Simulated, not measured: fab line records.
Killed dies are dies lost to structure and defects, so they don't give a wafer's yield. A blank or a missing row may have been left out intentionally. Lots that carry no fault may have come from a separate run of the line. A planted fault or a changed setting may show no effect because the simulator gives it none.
fab line records    flow sky130
record lots=6  wafers=17  lastDay=52
route steps=708 shown FIELD_ISO@13 PAD_OPEN@708
lots that met no fault: taken from a fault-free run of the same line
startH: hours from the record's opening day to when the first of the lot's shown wafers began    waitH: hours from the lot's prior step to this one    " repeats the value in the row above    L1.1+2: one row covering several wafers at once    - value missing, or start not given    * or withheld: withheld    < > ~ a bound
route shown NAME@n: NAME is a module with steps in the file, n the number in the route of the first one    usual: the fault-free wafers' mean and standard deviation    same: alike in all rows    chamber/n: place in a boat    sites: readings site by site    _std_site: the values' standard deviation    _edge_site: mean of outer sites minus mean of inner sites    radiusMm: how far each site lies from the wafer's centre    mask NAME#n: copy n    behind: the last tool/chamber to shape the wafer    hold: the reason the lot was held/the length of the hold in hours/how it ended    device: transistor that didn't switch, given as n, p or np    end of line: tests run on the same wafers once the route is complete    where a step has no rows: the recipe by itself    killed: at the first sort, the dies lost to defects and structure; wafer yield is something else    map: a wafer's dies, x killed, . not, _ none there
set.NAME: the run value of the setting; set.NAME@STEP: its run value at that earlier step    model.NAME: the simulator's own value behind a step, which no gauge read
certain route steps with their lots: each step a table, each wafer a row
services: the hour from which a tool's chamber was out of use, counted from the record's first day as startH (under 0 if before that day), plus the number of hours and why
## steps
# step SKY_FIELD_ISO_DEVELOP_12
# recipe developTimeS=60  resist=KrF-thick  devTempC=21
# step SKY_FIELD_ISO_CD_MEAS_13
# recipe targetCdNm=150
# usual cdNm=149.4/1.3
lot.wafer  tool      chamber  startH  waitH  cdNm
L249.1     cdSem-02  -        32.89   -      149.8
L249.5     "         -        "       "      152.2
L249.6     "         -        "       "      149.6
L252.1     cdSem-01  -        49.69   -      148.6
L252.2     "         -        "       "      148.4
L252.3     "         -        "       "      149.2
L260.5     cdSem-02  -        91.47   -      147.8
L260.6     "         -        "       "      147.9
L262.3     cdSem-02  -        100.48  -      148.0
L262.4     "         -        "       "      147.6
L262.6     "         -        "       "      149.6
L264.3     cdSem-02  -        111.18  -      150.9
L264.4     "         -        "       "      150.9
L264.5     "         -        "       "      150.6
L271.2     cdSem-01  -        149.61  -      152.6
L271.4     "         -        "       "      150.7
L271.5     "         -        "       "      152.1
# step SKY_FIELD_ISO_ETCH_14
# recipe chemistry=N2/H2  target=BARC  ionEnergyEv=200  sourceW=510.5  biasW=100  pressureMtorr=30  n2FlowSccm=100  h2FlowSccm=200  stopOn=SiO2  timeS=45.9  targetDepthA=600
# usual drypumpMotorCurrentA=5.76/0.28  oesProductAu=0.854/0.0045  throttleValvePct=13.224/0.009
lot.wafer  tool        chamber  startH  waitH  drypumpMotorCurrentA  oesProductAu  rfHoursCounterH  throttleValvePct
L249.1     rieDiel-02  3        33.01   0.1    5.53                  0.849         154              13.210
L249.5     "           1        "       "      5.36                  0.853         -                13.221
L249.6     "           0        "       "      5.55                  0.848         -                13.211
L252.1     rieDiel-02  0        49.81   0.1    5.54                  0.849         8                13.226
L252.2     "           3        "       "      5.47                  0.853         154              13.233
L252.3     "           1        "       "      5.38                  0.855         157              13.224
L260.5     rieDiel-03  3        91.54   0.0    5.87                  0.852         -                13.219
L260.6     "           2        "       "      5.62                  0.857         -                13.215
L262.3     rieDiel-03  3        100.56  0.1    5.88                  0.860         44               13.228
L262.4     "           2        "       "      5.61                  0.852         61               13.234
L262.6     "           2        "       "      5.61                  0.859         -                13.214
L264.3     rieDiel-04  0        111.26  0.1    5.46                  0.856         3                13.225
L264.4     "           3        "       "      6.19                  0.857         140              13.221
L264.5     "           3        "       "      6.16                  0.853         -                13.206
L271.2     rieDiel-03  3        149.71  0.1    5.89                  0.853         45               13.214
L271.4     "           1        "       "      5.95                  0.854         151              13.235
L271.5     "           1        "       "      5.96                  0.853         -                13.237
# step SKY_FIELD_ISO_ETCH_15
# recipe chemistry=CHF3/O2  targetDepthNm=180  stopOn=Si  sourceW=600  biasW=200  pressureMtorr=40  chf3FlowSccm=50  O2_flow_sccm=5  timeS=72
# usual O2_flow_sccm=5.000/0.016  drypumpMotorCurrentA=5.75/0.28  oesProductAu=0.944/0.0063  throttleValvePct=8.844/0.0087
lot.wafer  tool        chamber  startH  waitH  O2_flow_sccm  drypumpMotorCurrentA  oesProductAu  rfHoursCounterH  throttleValvePct
L249.1     rieDiel-02  3        33.06   0.0    5.030         5.48                  0.944         154              8.859
L249.5     "           1        "       "      5.018         5.39                  0.945         -                8.846
L249.6     "           0        "       "      4.998         5.53                  0.948         -                8.832
L252.1     rieDiel-02  0        49.86   0.0    4.999         5.52                  0.942         8                8.841
L252.2     "           3        "       "      4.991         5.51                  0.949         154              8.849
L252.3     "           1        "       "      5.007         5.37                  0.945         157              8.826
L260.5     rieDiel-03  3        91.58   0.0    4.983         5.87                  0.937         -                8.846
L260.6     "           2        "       "      4.985         5.60                  0.948         -                8.849
L262.3     rieDiel-03  3        100.61  0.0    5.013         5.87                  0.954         44               8.833
L262.4     "           2        "       "      5.046         5.60                  0.949         61               8.838
L262.6     "           2        "       "      5.003         5.59                  0.946         -                8.849
L264.3     rieDiel-04  0        111.31  0.0    4.983         5.42                  0.936         3                8.846
L264.4     "           3        "       "      5.011         6.14                  0.956         140              8.827
L264.5     "           3        "       "      5.023         6.14                  0.943         -                8.848
L271.2     rieDiel-03  3        149.76  0.0    4.990         5.91                  0.940         45               8.832
L271.4     "           1        "       "      4.991         5.97                  0.938         151              8.832
L271.5     "           1        "       "      5.009         5.96                  0.941         -                8.833
# step SKY_FIELD_ISO_STRIP_16
# recipe chemistry=O2/N2  powerW=1400  pressureMtorr=1500  platenTempC=withheld  o2FlowSccm=3000  n2FlowSccm=300  overashFraction=0.5
# usual drypumpMotorCurrentA=5.8/0.57  o2FlowSccm=3000/8.6  oesProductAu=0.377/0.0048  stripTimeToEndpointS=3.53/0.035
lot.wafer  tool            chamber  startH  waitH  drypumpMotorCurrentA  o2FlowSccm  oesProductAu  rfHoursCounterH  stripTimeToEndpointS
L249.1     plasmaAsher-02  1        33.11   0.0    6.0                   2992        0.370         29               3.51
L249.5     "               1        "       "      6.0                   2998        0.385         -                3.59
L249.6     "               0        "       "      5.5                   2996        0.372         -                3.51
L252.1     plasmaAsher-04  1        49.91   0.0    5.7                   2997        0.371         34               3.50
L252.2     "               0        "       "      6.1                   3007        0.376         34               3.47
L252.3     "               0        "       "      6.1                   3006        0.378         -                3.55
L260.5     plasmaAsher-04  0        91.68   0.1    6.1                   2994        0.375         -                3.52
L260.6     "               1        "       "      5.7                   2987        0.379         -                3.57
L262.3     plasmaAsher-02  1        100.70  0.1    6.0                   3017        0.376         -                3.55
L262.4     "               0        "       "      5.5                   2990        0.381         -                3.57
L262.6     "               1        "       "      6.0                   2989        0.381         -                3.60
L264.3     plasmaAsher-03  0        111.40  0.1    5.0                   3006        0.375         -                3.51
L264.4     "               1        "       "      6.7                   3008        0.385         -                3.54
L264.5     "               0        "       "      5.0                   3005        0.380         -                3.57
L271.2     plasmaAsher-03  0        149.81  0.0    5.0                   2998        0.370         43               3.52
L271.4     "               0        "       "      5.0                   3006        0.381         -                3.56
L271.5     "               0        "       "      5.0                   3003        0.380         -                3.58
# step SKY_FIELD_ISO_ETCH_17
# recipe targetDepthA=3420  maskMaterial=Si3N4  chemistry=HBr/Cl2/O2  target=Si  taperDeg=5  icpW=600  biasW=150  pressureMtorr=15  HBr_flow_sccm=150  Cl2_flow_sccm=40  O2_flow_sccm=6  timeS=97.7
# usual O2_flow_sccm=5.998/0.017  drypumpMotorCurrentA=5.8/0.31  oesProductAu=0.998/0.007  throttleValvePct=25.658/0.01
lot.wafer  tool      chamber  startH  waitH  O2_flow_sccm  drypumpMotorCurrentA  oesProductAu  rfHoursCounterH  throttleValvePct
L249.1     rieSi-02  2        33.21   0.1    5.964         5.9                   0.999         158              25.658
L249.5     "         1        "       "      6.022         6.3                   0.998         -                25.644
L249.6     "         2        "       "      5.971         6.0                   0.998         -                25.658
L252.1     rieSi-01  1        50.01   0.1    5.987         5.8                   0.987         90               25.651
L252.2     "         2        "       "      5.999         5.6                   1.003         65               25.668
L252.3     "         0        "       "      5.985         6.0                   0.993         108              25.659
L260.5     rieSi-02  0        91.75   0.0    6.006         5.6                   1.005         -                25.665
L260.6     "         3        "       "      6.006         5.2                   1.014         -                25.668
L262.3     rieSi-02  2        100.76  0.0    5.987         6.0                   1.005         0                25.654
L262.4     "         3        "       "      6.009         5.2                   1.001         -                25.658
L262.6     "         2        "       "      5.994         6.0                   0.998         -                25.661
L264.3     rieSi-02  0        111.46  0.0    5.996         5.6                   0.995         1                25.654
L264.4     "         2        "       "      6.005         5.9                   1.002         0                25.654
L264.5     "         2        "       "      5.969         6.0                   0.996         -                25.648
L271.2     rieSi-01  1        149.91  0.1    6.019         5.8                   0.984         91               25.670
L271.4     "         0        "       "      6.016         6.1                   0.998         -                25.648
L271.5     "         1        "       "      5.989         5.8                   0.977         -                25.675
# step SKY_FIELD_ISO_WET_ETCH_18
# recipe chemistry=H3PO4  targetDepthNm=25  tempC=160  target=Si3N4  timeS=286
# step SKY_FIELD_ISO_CLEAN_19
# recipe chemistry=SC1/SC2  mix=1:4:20  tempC=70  timeS=150
# step SKY_FIELD_ISO_CLEAN_20
# recipe chemistry=dHF  timeS=20  dilution=100:1
# step SKY_FIELD_ISO_WET_ETCH_21
# recipe chemistry=dHF  dilution=100:1  targetDepthNm=20  dry=ipaMarangoni  target=SiO2  tempC=25  timeS=400
# step SKY_FIELD_ISO_OXIDATION_22
# recipe tempC=950  ambient=O2  stabiliseS=600  purgeS=300  targetThkA=100  oxTimeS=623
# step SKY_FIELD_ISO_THK_MEAS_23
# recipe reads=SiO2_of_FIELD_ISO_OXIDATION_22
# usual FIELD_ISO_OXIDATION_01_THK=10.04/0.19
lot.wafer  tool          chamber  startH  waitH  FIELD_ISO_OXIDATION_01_THK[nm]
L249.1     filmMetro-03  -        35.02   0.0    9.99
L249.5     "             -        "       "      10.07
L249.6     "             -        "       "      9.97
L252.1     filmMetro-01  -        51.53   0.0    10.26
L252.2     "             -        "       "      10.07
L252.3     "             -        "       "      10.15
L260.5     filmMetro-02  -        93.27   0.0    10.11
L260.6     "             -        "       "      10.12
L262.3     filmMetro-02  -        104.43  0.0    9.96
L262.4     "             -        "       "      9.96
L262.6     "             -        "       "      10.14
L264.3     filmMetro-03  -        113.80  0.0    9.84
L264.4     "             -        "       "      9.95
L264.5     "             -        "       "      9.90
L271.2     filmMetro-01  -        152.22  0.0    9.74
L271.4     "             -        "       "      9.80
L271.5     "             -        "       "      9.56
# step SKY_FIELD_ISO_CVD_24
# recipe material=SiO2  targetThkNm=595  tempC=650  sigmaOpenFrac=0.3  timeS=99.2  sih4FlowSccm=60  pressureMtorr=6
lot.wafer  tool       chamber  startH  waitH  model.SiO2_of_FIELD_ISO_CVD_24.thkNm
L249.1     hdpcvd-02  2        35.08   0.1    601
L249.5     "          2        "       "      595
L249.6     "          0        "       "      594.1
L252.1     hdpcvd-01  1        51.59   0.1    597.9
L252.2     "          0        "       "      587.7
L252.3     "          2        "       "      591.4
L260.5     hdpcvd-02  1        93.33   0.0    844.9
L260.6     "          0        "       "      850
L262.3     hdpcvd-02  1        104.47  0.0    837.6
L262.4     "          0        "       "      593.3
L262.6     "          1        "       "      842.6
L264.3     hdpcvd-01  1        113.84  0.0    604.7
L264.4     "          2        "       "      590.5
L264.5     "          0        "       "      588
L271.2     hdpcvd-01  0        152.27  0.0    586.9
L271.4     "          0        "       "      588.2
L271.5     "          2        "       "      601.2
# step SKY_FIELD_ISO_THK_MEAS_25
# recipe reads=SiO2_of_FIELD_ISO_CVD_24
# usual FIELD_ISO_CVD_24_THK=597/6.5
lot.wafer  tool          chamber  startH  waitH  hold                     FIELD_ISO_CVD_24_THK[nm]
L249.1     filmMetro-02  -        35.16   0.0    -                        601
L249.5     "             -        "       "      -                        595
L249.6     "             -        "       "      -                        594
L252.1     filmMetro-03  -        51.67   0.0    -                        598
L252.2     "             -        "       "      -                        588
L252.3     "             -        "       "      -                        591
L260.5     filmMetro-03  -        93.41   0.0    awaitDispo/0.2h/release  845
L260.6     "             -        "       "      awaitDispo/0.2h/release  850
L260.5     filmMetro-03  -        93.63   0.2    -                        845
L260.6     "             -        "       "      -                        850
L262.3     filmMetro-01  -        104.57  0.1    awaitDispo/0.2h/release  838
L262.4     "             -        "       "      awaitDispo/0.2h/release  593
L262.6     "             -        "       "      awaitDispo/0.2h/release  843
L262.3     filmMetro-01  -        104.79  0.2    -                        838
L262.4     "             -        "       "      -                        593
L262.6     "             -        "       "      -                        843
L264.3     filmMetro-01  -        113.93  0.1    -                        605
L264.4     "             -        "       "      -                        590
L264.5     "             -        "       "      -                        588
L271.2     filmMetro-03  -        152.35  0.0    -                        587
L271.4     "             -        "       "      -                        588
L271.5     "             -        "       "      -                        601
# step SKY_FIELD_ISO_CMP_27
# recipe stopOn=Si3N4  tOverpolishS=16  downForcePsi=4  platenRpm=60  targetThkNm=457.8  padVelocityMS=0.94248
# usual motorCurrentA=11.6/1.2  slurryFlowMlMin=150.0/0.48  timeToEndpointS=110/3.7
lot.wafer  tool    chamber  startH  waitH  motorCurrentA  slurryFlowMlMin  timeToEndpointS
L249.1     cmp-01  0        36.82   0.1    10.8           150.1            111
L249.5     "       2        "       "      10.2           150.2            104
L249.6     "       3        "       "      14.1           150.4            105
L252.3     cmp-01  0        53.23   0.0    11.6           149.4            111
L252.1     "       1        "       "      12.6           152.0            108
L252.2     "       3        "       "      14.0           150.0            101
L260.6     cmp-01  1        97.97   0.2    13.3           150.0            155
L260.5     "       2        "       "      10.1           150.4            154
L262.3     cmp-01  1        116.53  0.1    13.3           150.2            153
L262.4     "       2        "       "      10.6           150.1            106
L262.6     "       3        "       "      13.9           149.5            148
L264.4     cmp-01  3        117.78  0.0    13.8           150.4            102
L264.3     "       0        "       "      10.7           150.1            111
L264.5     "       3        "       "      14.2           150.5            102
L271.4     cmp-02  0        153.90  0.0    10.0           149.1            114
L271.2     "       3        "       "      10.7           150.5            112
L271.5     "       1        "       "      12.0           149.9            114
# step SKY_FIELD_ISO_WET_ETCH_28
# recipe chemistry=dHF  targetDepthNm=23.7  target=SiO2  dilution=10:1  tempC=25  timeS=47
# step SKY_PAD_OPEN_PROBE_99
# usual killed_at_M0_to_M3=44/7.1  killed_at_M4_up=3.3/1.9  killedAtContacts=24/5.3  killedAtFrontEnd=15/4.5  killedAtOther=0.3/0.55  killedDies=86/9.5  killedOpen=46/7.3  killedShort=39/6.4
# same grossDies=492  killedAtBackSide=0
lot.wafer  tool       chamber  startH   waitH  killed_at_M0_to_M3  killed_at_M4_up  killedAtContacts  killedAtFrontEnd  killedAtOther  killedDies  killedOpen  killedShort
L252.1     prober-02  -        1149.28  0.1    35                  4                31                19                0              89          49          37
L252.2     prober-02  -        1149.33  0.1    37                  4                31                18                0              90          42          48
L252.3     prober-02  -        1149.38  0.2    34                  1                26                13                0              74          42          32
L260.5     prober-01  -        1189.01  0.2    48                  2                21                19                0              90          43          46
L260.6     prober-01  -        1189.06  0.2    39                  2                22                21                1              85          38          47
L262.3     prober-02  -        1199.86  0.2    60                  0                19                12                0              91          55          36
L262.4     prober-02  -        1199.91  0.2    36                  5                21                13                0              75          45          30
L262.6     prober-02  -        1200.01  0.2    45                  4                31                16                2              98          50          47
L264.3     prober-02  -        1212.96  0.2    47                  2                17                16                1              83          44          39
L264.4     prober-02  -        1213.01  0.2    30                  1                21                15                0              67          41          26
L264.5     prober-02  -        1213.06  0.2    55                  3                21                16                0              95          49          46
L271.2     prober-02  -        1240.25  0.1    48                  3                17                16                1              85          43          42
L271.4     prober-02  -        1240.35  0.2    50                  4                28                13                0              95          40          55
L271.5     prober-02  -        1240.40  0.2    39                  3                19                12                0              73          41          32
# killed by level:class
L252.1 LI_CONTACT:geometricParticle:open=12 VIA1:geometricParticle:open=11 CONTACT:geometricParticle:open=7 LOCAL_INTERCONNECT:geometricParticle:short=6 FIELD_ISO:geometricParticle:open=4 POLY_GATE:geometricParticle:short=4 POLY_CUT:geometricParticle:open=4 LI_CONTACT:geometricParticle:short=4
L252.2 CONTACT:geometricParticle:open=12 VIA1:geometricParticle:open=10 CONTACT:geometricParticle:short=9 METAL1:geometricParticle:short=8 LI_CONTACT:geometricParticle:open=7 FIELD_ISO:geometricParticle:short=6 METAL2:geometricParticle:short=6 VIA1:geometricParticle:short=5
L252.3 VIA1:geometricParticle:open=12 LI_CONTACT:geometricParticle:open=9 CONTACT:geometricParticle:open=7 LOCAL_INTERCONNECT:geometricParticle:short=5 POLY_GATE:geometricParticle:open=5 VIA1:geometricParticle:short=5 VIA3:geometricParticle:short=4 VIA2:geometricParticle:open=4
L260.5 FIELD_ISO:geometricParticle:open=8 VIA1:geometricParticle:open=8 METAL1:geometricParticle:short=7 VIA3:geometricParticle:short=7 FIELD_ISO:geometricParticle:short=6 METAL2:geometricParticle:short=6 CONTACT:geometricParticle:open=6 VIA3:geometricParticle:open=6
L260.6 LI_CONTACT:geometricParticle:open=8 FIELD_ISO:geometricParticle:short=6 CONTACT:geometricParticle:open=6 VIA3:geometricParticle:open=6 VIA1:geometricParticle:short=6 VIA1:geometricParticle:open=5 CONTACT:geometricParticle:short=5 METAL1:geometricParticle:short=5
L262.3 VIA1:geometricParticle:open=13 METAL2:geometricParticle:short=10 VIA3:geometricParticle:open=10 VIA2:geometricParticle:open=7 CONTACT:geometricParticle:open=7 LI_CONTACT:geometricParticle:open=5 LOCAL_INTERCONNECT:geometricParticle:short=5 VIA1:geometricParticle:short=5
L262.4 CONTACT:geometricParticle:open=13 VIA1:geometricParticle:open=7 VIA3:geometricParticle:open=6 METAL2:geometricParticle:short=5 VIA2:geometricParticle:open=5 METAL4:geometricParticle:short=5 VIA1:geometricParticle:short=4 FIELD_ISO:geometricParticle:open=3
L262.6 CONTACT:geometricParticle:open=13 FIELD_ISO:geometricParticle:short=11 VIA1:geometricParticle:open=9 VIA3:geometricParticle:open=8 LI_CONTACT:geometricParticle:open=6 METAL2:geometricParticle:short=6 VIA2:geometricParticle:open=6 LI_CONTACT:geometricParticle:short=5
L264.3 VIA1:geometricParticle:open=15 CONTACT:geometricParticle:open=6 LI_CONTACT:geometricParticle:open=5 METAL2:geometricParticle:short=5 VIA2:geometricParticle:short=5 POLY_GATE:geometricParticle:short=4 METAL1:geometricParticle:short=4 VIA2:geometricParticle:open=4
L264.4 CONTACT:geometricParticle:open=9 VIA3:geometricParticle:open=8 VIA2:geometricParticle:open=6 METAL2:geometricParticle:short=5 LI_CONTACT:geometricParticle:open=5 FIELD_ISO:geometricParticle:short=4 POLY_GATE:geometricParticle:short=4 VIA1:geometricParticle:open=4
L264.5 METAL2:geometricParticle:short=12 VIA2:geometricParticle:open=11 VIA3:geometricParticle:open=7 LI_CONTACT:geometricParticle:open=7 CONTACT:geometricParticle:open=6 VIA1:geometricParticle:short=6 VIA1:geometricParticle:open=6 LOCAL_INTERCONNECT:geometricParticle:short=5
L271.2 CONTACT:geometricParticle:open=8 METAL1:geometricParticle:short=8 VIA2:geometricParticle:open=7 METAL2:geometricParticle:short=6 VIA3:geometricParticle:open=6 POLY_GATE:geometricParticle:short=5 VIA1:geometricParticle:short=5 VIA1:geometricParticle:open=5
L271.4 METAL1:geometricParticle:short=10 CONTACT:geometricParticle:open=8 LOCAL_INTERCONNECT:geometricParticle:short=7 CONTACT:geometricParticle:short=7 METAL2:geometricParticle:short=7 VIA1:geometricParticle:open=6 VIA3:geometricParticle:open=6 VIA3:geometricParticle:short=5
L271.5 VIA3:geometricParticle:open=10 CONTACT:geometricParticle:open=9 VIA1:geometricParticle:open=8 POLY_GATE:geometricParticle:open=5 LOCAL_INTERCONNECT:geometricParticle:short=4 METAL2:geometricParticle:short=4 METAL3:geometricParticle:short=4 FIELD_ISO:geometricParticle:open=3
## services
tool            chamber  startH  hours  kind
cmp-02          -        22.53   0.9    repair
plasmaAsher-04  -        25.95   0.3    repair
cmp-01          -        37.02   5.2    pm
cmp-02          -        45.53   1.3    repair
cmp-02          -        46.82   7.5    pm
hdpcvd-02       -        53.35   2.8    pm
cmp-02          -        54.83   1.8    repair
cmp-02          -        58.34   1.0    repair
cmp-01          -        64.00   4.0    pm
hdpcvd-02       -        66.75   15.0   pm
rieDiel-02      3        76.28   10.2   repair
rieSi-01        -        81.50   2.8    pm
cmp-01          -        85.35   0.5    repair
rieDiel-04      -        99.20   1.7    repair
plasmaAsher-04  -        108.83  9.0    pm
rieDiel-02      1        119.28  3.7    repair
hdpcvd-01       -        120.59  0.6    repair
rieSi-02        2        121.29  1.7    repair
rieDiel-03      2        126.60  10.7   repair
cmp-01          -        129.18  6.3    pm
cmp-01          -        138.01  2.2    repair
hdpcvd-01       -        140.24  5.5    pm
rieSi-01        2        149.82  4.2    repair
plasmaAsher-03  -        150.83  0.7    repair
## key
firstSign step=SKY_FIELD_ISO_THK_MEAS_25  reading=visit  direction=added
effect step=SKY_FIELD_ISO_THK_MEAS_25  reading=FIELD_ISO_CVD_24_THK  direction=up  sigmas=38  usual=597  struck=844
effect step=SKY_FIELD_ISO_CMP_27  reading=timeToEndpointS  direction=up  sigmas=11  usual=*  struck=*
modelEffect step=SKY_FIELD_ISO_CVD_24  value=SiO2_of_FIELD_ISO_CVD_24.thkNm  without=597.5  struck=843.8
metAt SKY_FIELD_ISO_CVD_24
struckWafers L260.5,L260.6,L262.3,L262.6
testerLeftOut L260,L262
onsetBetween 35.08 93.33
fault kind=processParameterDrift  tool=hdpcvd-02  chamber=-  onsetH=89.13  steps=SKY_FIELD_ISO_CVD_24  channel=targetThkNm  offset=246.26  shape=step  endH=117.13  scope=struckWafersOnly  actsIn=theseRecipesOnly  stated=595
# testerLeftOut: of these lots the tester's yield and bins aren't shown, on N5 and GAA mostly nor the transistor test; their killed dies are dies lost to structure and defects alone, not to doping, threshold or leakage, so they don't give the yield
